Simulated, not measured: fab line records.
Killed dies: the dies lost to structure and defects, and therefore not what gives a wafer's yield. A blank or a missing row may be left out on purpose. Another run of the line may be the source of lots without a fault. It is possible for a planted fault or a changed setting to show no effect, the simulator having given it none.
The tool behind it: which one? ; flow gf180mcu ; 36 wafers from 12 lots sampled at 2 of the route's 602 steps

## WHAT THE GAUGES SHOWED, per wafer
GF_MIM_RS_MEAS_10: measurement is done with a four-point probe. Usual: for MIM_ALCU_RS the level is 0.1599 ohm/sq and the standard deviation is 0.0021.
lot;measured;on;MIM_ALCU_RS (ohm/sq);flag
L193;day 24 07:15;film_metro-02;0.1598 0.1603 0.1627;
L194;day 24 17:43;film_metro-01;0.1575 0.1594 0.1590;
L195;day 25 03:04;film_metro-02;0.1629 0.1630 0.1646;
L197;day 25 21:40;film_metro-03;0.1628 0.1621 0.1632;
L199;day 26 12:59;film_metro-01;0.1598 0.1572 0.1575;
L201;day 27 07:15;film_metro-03;0.1622 0.1605 0.1610;
L202;day 27 16:39;film_metro-01;0.1578 0.1593 0.1561;
L203;day 28 00:07;film_metro-03;0.1602 0.1592 0.1594;
L206;day 28 16:00;film_metro-01;0.1595 0.1603 0.1596;
L211;day 29 22:14;film_metro-02;0.1578 0.1572 0.1568;
L214;day 31 00:23;film_metro-02;0.1603 0.1609 0.1598;
L215;day 31 04:36;film_metro-03;0.1606 0.1597 0.1592;

## WHAT TOOL EACH LOT RAN ON (gives the tool, then ch and the chambers of the sampled wafers, and finally the start)
lot;GF_V4_CMP_04
L193;cmp-01 ch 0,2,3, day 23 06:56
L194;cmp-01 ch 0,1, day 23 17:21
L195;cmp-02 ch 0,1,2, day 24 02:58
L197;cmp-02 ch 0,2,3, day 24 22:13
L199;cmp-01 ch 1,2,3, day 25 13:47
L201;cmp-01 ch 1,2,3, day 26 08:30
L202;cmp-02 ch 0,1,2, day 26 17:31
L203;cmp-02 ch 1,3, day 27 01:45
L206;cmp-02 ch 1,2, day 27 17:43
L211;cmp-02 ch 0,1,2, day 29 01:08
L214;cmp-01 ch 0,1,2, day 30 04:12
L215;cmp-01 ch 1,3, day 30 07:56
- GF_V4_CMP_04: polishes SiO2.

## WHAT THE TOOLS THEMSELVES READ (means of the sampled wafers that have a number; where no wafer has one, the mark that the record gives instead)
GF_V4_CMP_04. Usual: motor_current_A 12.7 A, standard deviation 1.4; slurry_flow_ml_min 150.1, standard deviation 0.49; time_to_endpoint_s 78 s, standard deviation 5.4.
lot;tool;motor_current_A (A);slurry_flow_ml_min;time_to_endpoint_s (s);flag
L193;cmp-01;13.1;150.9;83;
L194;cmp-01;11.8;150.5;78;
L195;cmp-02;12.9;150.0;78;
L197;cmp-02;12.4;150.2;75;
L199;cmp-01;13.2;150.0;68;
L201;cmp-01;12.9;149.8;83;
L202;cmp-02;13.5;150.1;81;
L203;cmp-02;14.1;150.2;77;
L206;cmp-02;14.3;150.1;79;
L211;cmp-02;13.1;150.2;79;
L214;cmp-01;12.5;149.5;76;
L215;cmp-01;12.8;149.9;81;

## THE ANSWER, worked out from the rows above alone
Rule: a lot counts as off when the mean over its wafers that have a number is more than 3 standard deviations away from the usual mean. A lot without any number at a reading at which 4 lots or more have one is off too. All remaining lots with rows at the step are treated as sound. The gauges are gone through in route order, then the tools' own readings, and for those a lot's mean is taken as printed above. At the first step where some lot is off, the reading lying furthest off is the one used; lots without a number count as furthest.
No lot is off on any of the readings shown, so nothing can be concluded from this.

## WHAT WAS PUT IN BY THE SIMULATOR
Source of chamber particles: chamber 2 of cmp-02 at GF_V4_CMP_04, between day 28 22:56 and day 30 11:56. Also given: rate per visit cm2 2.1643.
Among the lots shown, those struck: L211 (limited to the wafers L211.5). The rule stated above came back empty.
